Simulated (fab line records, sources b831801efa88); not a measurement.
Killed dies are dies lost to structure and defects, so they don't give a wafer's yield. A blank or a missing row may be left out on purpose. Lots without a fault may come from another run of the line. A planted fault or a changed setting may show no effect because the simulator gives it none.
One fault seen from 2 desks | flow sky130 | each desk has only its own numbers; what lay behind them comes last

THE TOOL OWNER'S DESK: rie_diel-04
The tool's own readings at SKY_PASSIVATION_ETCH_11 (etches the open film in CF4/O2, stops on AlCu, target depth 725 nm, time 161.1 s): means of the sampled wafers that have a number, for each lot that ran on this tool. A lot is out of limits, marked OUT, if its mean lies more than 4 standard deviations from the usual mean; the brackets give that distance.
Columns: A = drypump_motor_current_A at SKY_PASSIVATION_ETCH_11, usual 5.6 A; B = oes_product_au at SKY_PASSIVATION_ETCH_11, usual 0.978 a.u.; C = rf_fwd_power_W at SKY_PASSIVATION_ETCH_11, usual 796.9 W; D = throttle_valve_pct at SKY_PASSIVATION_ETCH_11, usual 5.965 %
lot  | first seen here | A   | B     | C               | D
L318 | day 44 23:39    | 5.5 | 0.981 | 797.3           | 5.957
L320 | day 45 04:11    | 5.7 | 0.978 | 796.6           | 5.970
L321 | day 45 15:57    | 5.4 | 0.985 | 797.0           | 5.964
L325 | day 46 19:44    | 5.6 | 0.972 | 798.0           | 5.966
L328 | day 47 08:25    | 5.6 | 0.982 | 797.9           | 5.971
L333 | day 48 18:54    | 5.7 | 0.982 | 839.9 (+17) OUT | 5.963
L334 | day 48 21:48    | 5.7 | 0.983 | 838.7 (+17) OUT | 5.967
This desk's finding: out of limits on L333, L334; first on L333, day 48 18:54 (rf_fwd_power_W at SKY_PASSIVATION_ETCH_11). In limits: L318, L320, L321, L325, L328.

THE METROLOGY DESK
What the gauges read, lot by lot, whatever tool the lot ran on: means of the sampled wafers that have a number. A lot is out of limits, marked OUT, if its mean lies more than 4 standard deviations from the usual mean; the brackets give that distance.
Columns: A = SD_P_TW at SKY_SD_P_TW_MEAS_11, usual 2848; B = SD_N_OVL at SKY_SD_N_OVL_MEAS_08, usual 0.4 nm
lot  | first seen here | A    | B
L318 | day 25 15:25    | 2847 | 1.8
L319 | day 25 21:50    | 2862 | 0.4
L320 | day 25 22:10    | 2846 | -2.0
L321 | day 26 13:22    | 2823 | 0.2
L324 | day 28 03:07    | 2850 | -0.8
L322 | day 28 04:42    | 2848 | 0.0
L325 | day 28 06:35    | 2854 | -0.5
L328 | day 29 01:58    | 2878 | 0.9
L329 | day 29 08:04    | 2824 | 1.8
L333 | day 31 00:14    | 2872 | 0.6
L334 | day 31 01:37    | 2879 | 1.4
This desk's finding: nothing out of limits on any of the 11 lots.

PUT TOGETHER
The tool owner's desk could have raised an alarm at day 48 18:54, on L333, L334.
The metrology desk saw nothing out of limits.
The metrology desk has L333, L334 on record, within its limits.
Of the lots named, all ran SKY_PASSIVATION_ETCH_11 on rie_diel-04.

WHAT THE SIMULATOR HAD PUT IN
Process parameter drift: rie_diel-04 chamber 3, from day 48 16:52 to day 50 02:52, at SKY_PASSIVATION_ETCH_11. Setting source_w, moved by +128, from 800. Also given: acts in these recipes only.
Lots struck among those shown: L333, L334.
Hours from the fault's start to each desk's first reading out of limits: the tool owner's desk, 2.
